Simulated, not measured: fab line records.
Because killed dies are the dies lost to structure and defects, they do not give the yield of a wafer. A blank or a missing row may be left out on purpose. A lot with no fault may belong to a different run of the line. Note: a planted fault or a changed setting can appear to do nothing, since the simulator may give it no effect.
A struck lot beside a sound one + flow sky130 + 15 out of 708 route steps
Sound: these wafers, L755.3, L755.4, L755.6. The struck wafers were L753.2, L753.5, L753.6. Last of all comes the cause.
Per side, at each step with rows, come the tool, then ch with its chambers, and then its first start. Under that, the readings that differ: sound wafers + struck wafers + difference of the means + sigmas: that difference in standard deviations of wafers without a fault.
alike: a reading whose means differ by less than 2 such deviations, as well as words and numbers matching on both sides. not compared: withheld readings; readings where some wafer has no value; bounds like >300 that might hide an equal value; numbers whose values overlap and for which the record gives no deviation.
A row with sigmas, a row that says differs or no value, or rows on one side alone: a step with any of these is where the two part. When numbers do not overlap yet have no deviation, they are printed without sigmas and do not part them. Lack of a reading on every wafer of one side parts them only where that side has two or more wafers.

SKY_VIA2_ETCH_14: etches BARC in N2/H2, stops on SiO2, time 45.9 s, target depth 60 nm.
  sound on rie_diel-04 ch 1,2,3, day 42 09:40; struck on rie_diel-04 ch 0,2,3, day 41 11:08
  alike: drypump_motor_current_A, h2_flow_sccm, oes_product_au, throttle_valve_pct
  not compared: rf_hours_counter_h
SKY_VIA2_ETCH_15: etches SiO2 in C4F8/O2/Ar, stops on TiN, target depth 546 nm, time 84 s.
  sound on rie_diel-04 ch 1,2,3, day 42 09:43; struck on rie_diel-04 ch 0,2,3, day 41 11:10
  alike: oes_product_au
  not compared: rf_hours_counter_h
then, 5 steps without rows for these wafers: SKY_VIA2_STRIP_16 (strips in O2/N2); SKY_VIA2_STRIP_17 (strips in post etch residue remover, time 1200 s); SKY_VIA2_CLEAN_18 (cleans in IPA, time 180 s); SKY_VIA2_CLEAN_19 (cleans in O3/DIW); SKY_VIA2_SPUTTER_20 (material TiN, target thk 20 nm, time 80 s).
SKY_VIA2_CVD_21: deposits W, target thk 420 nm, time 126.4 s.
  sound on cvd_w-02 ch 0,1, day 42 10:28; struck on cvd_w-02 ch 0,1, day 41 11:53
  alike: chamber_pressure_Torr, heater_power_w
SKY_VIA2_RS_MEAS_22: the measuring method here is four-point-probe.
  struck on film_metro-03, day 41 12:02; sound on film_metro-04, day 42 10:36
  alike: VIA2_W_RS
SKY_VIA2_THK_MEAS_23: measures by xrf.
  struck on film_metro-03, day 41 12:09; sound on film_metro-04, day 42 10:42
  alike: VIA2_W_THK
SKY_VIA2_CMP_24: polishes, stops on SiO2, t overpolish 20 s, target thk 0 nm.
  sound on cmp-01 ch 1,2, day 42 10:44; struck on cmp-01 ch 0,1, day 41 12:15
  alike: motor_current_A, overpolish_run_s, time_to_endpoint_s
then, 1 step without rows for these wafers: SKY_METAL3_SPUTTER_00 (material Ti, target thk 15 nm, time 10 s).
SKY_METAL3_SPUTTER_01: material TiN, target thk 20 nm, time 16.7 s.
  struck on pvd_sputter-04, day 41 12:31; sound on pvd_sputter-03, day 42 11:04
| reading                                    | sound             | struck            | difference | sigmas |
|--------------------------------------------|-------------------|-------------------|------------|--------|
| model.TiN_of_METAL3_SPUTTER_01.thk_nm (nm) | 19.83 19.96 19.96 | 8.027 8.204 8.175 | -11.781    |        |
  alike: throttle_valve_pct
SKY_METAL3_SPUTTER_02: material AlCu, target thk 735 nm, time 39.1 s.
  struck on pvd_sputter-04, day 41 12:33; sound on pvd_sputter-03, day 42 11:05
  alike: throttle_valve_pct
-- the record jumps here: 8 days lie between the struck wafers' starts before and after (it left off in module METAL3 and takes up again in module PAD_OPEN, whose first step shown is number 708 of the route) --
SKY_PAD_OPEN_PROBE_99:
  record: rows for the struck wafers here (prober-01, day 49 19:31), none for the sound ones

## WHERE THEY PART
Only at SKY_PAD_OPEN_PROBE_99, within this record.

WHY: what the simulator had put in
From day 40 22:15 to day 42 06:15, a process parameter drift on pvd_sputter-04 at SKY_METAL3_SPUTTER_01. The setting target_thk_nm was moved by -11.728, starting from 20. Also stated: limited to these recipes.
